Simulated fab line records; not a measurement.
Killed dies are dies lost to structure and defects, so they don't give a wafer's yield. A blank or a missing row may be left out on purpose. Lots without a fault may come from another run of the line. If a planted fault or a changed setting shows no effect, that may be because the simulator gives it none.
Which of the tools did it? | flow gf180mcu | Sampling: 13 lots, 39 wafers, 2 of 602 route steps

== WHAT EACH GAUGE READ, for each wafer ==
GF_M5_CD_MEAS_07: target cd 280 nm. Usual: cd nm reads 279.8 nm (standard deviation 1.2).
lot  | measured     | on        | cd nm (nm)        | flag
L963 | day 26 07:04 | cd sem-02 | 280.1 279.7 279.6 |
L964 | day 26 15:49 | cd sem-01 | 279.5 278.6 278.3 |
L965 | day 27 00:54 | cd sem-01 | 278.9 277.1 279.0 |
L969 | day 28 08:25 | cd sem-02 | 280.4 280.4 280.3 |
L975 | day 30 06:05 | cd sem-02 | 280.0 280.9 280.3 |
L977 | day 30 18:22 | cd sem-01 | 282.0 281.6 281.1 |
L978 | day 30 21:37 | cd sem-01 | 278.0 278.2 278.3 |
L979 | day 31 03:52 | cd sem-01 | 279.0 278.5 278.5 |
L980 | day 31 11:57 | cd sem-02 | 279.4 278.1 278.2 |
L981 | day 31 19:48 | cd sem-01 | 280.1 280.8 280.3 |
L984 | day 32 16:40 | cd sem-01 | 279.3 279.6 280.3 |
L985 | day 32 17:01 | cd sem-01 | 276.3 276.2 277.6 |
L986 | day 32 22:01 | cd sem-01 | 279.8 280.0 279.8 |

GF_V5_BOW_MEAS_05. Usual: V5_BOW 138 um, standard deviation 10.
lot  | measured     | on            | V5_BOW (um) | flag
L963 | day 26 08:29 | film metro-04 | 121 141 142 |
L964 | day 26 17:14 | film metro-03 | 122 124 134 |
L965 | day 27 02:31 | film metro-02 | 157 150 142 |
L969 | day 28 10:10 | film metro-02 | 136 144 134 |
L975 | day 30 07:30 | film metro-04 | 150 135 134 |
L977 | day 30 19:50 | film metro-02 | 139 154 145 |
L978 | day 30 23:08 | film metro-04 | 138 150 139 |
L979 | day 31 05:20 | film metro-04 | 152 145 136 |
L980 | day 31 13:25 | film metro-04 | 157 139 138 |
L981 | day 31 21:17 | film metro-02 | 122 124 125 |
L984 | day 32 18:19 | film metro-02 | 146 135 132 |
L985 | day 32 18:26 | film metro-04 | 141 136 136 |
L986 | day 32 23:35 | film metro-02 | 153 143 135 |

== WHICH TOOL RAN EACH LOT (tool, then ch and the chambers of the sampled wafers, then the start) ==
Before these readings, the record contains no process step.

== AS READ BY THE TOOLS THEMSELVES (means over the sampled wafers that have a number; for cases with no such wafer, the mark the record gives instead) ==
The record holds no such reading with a usual standard deviation.

== THE ANSWER, worked out from the rows above alone ==
Rule: a lot is off if the mean of its wafers that have a number lies more than 3 standard deviations from the usual mean. Also off: a lot with no number at a reading for which 4 or more lots have one. The other lots that the step has rows for count as sound. First the gauges in route order, then the tools' own readings, where a lot's mean is used as printed above. At the first step where some lot is off, the reading lying furthest off is the one used; lots without a number count as furthest.
No lot is off at any reading shown: from this, nothing can be told.

== WHAT HAD BEEN PUT IN BY THE SIMULATOR ==
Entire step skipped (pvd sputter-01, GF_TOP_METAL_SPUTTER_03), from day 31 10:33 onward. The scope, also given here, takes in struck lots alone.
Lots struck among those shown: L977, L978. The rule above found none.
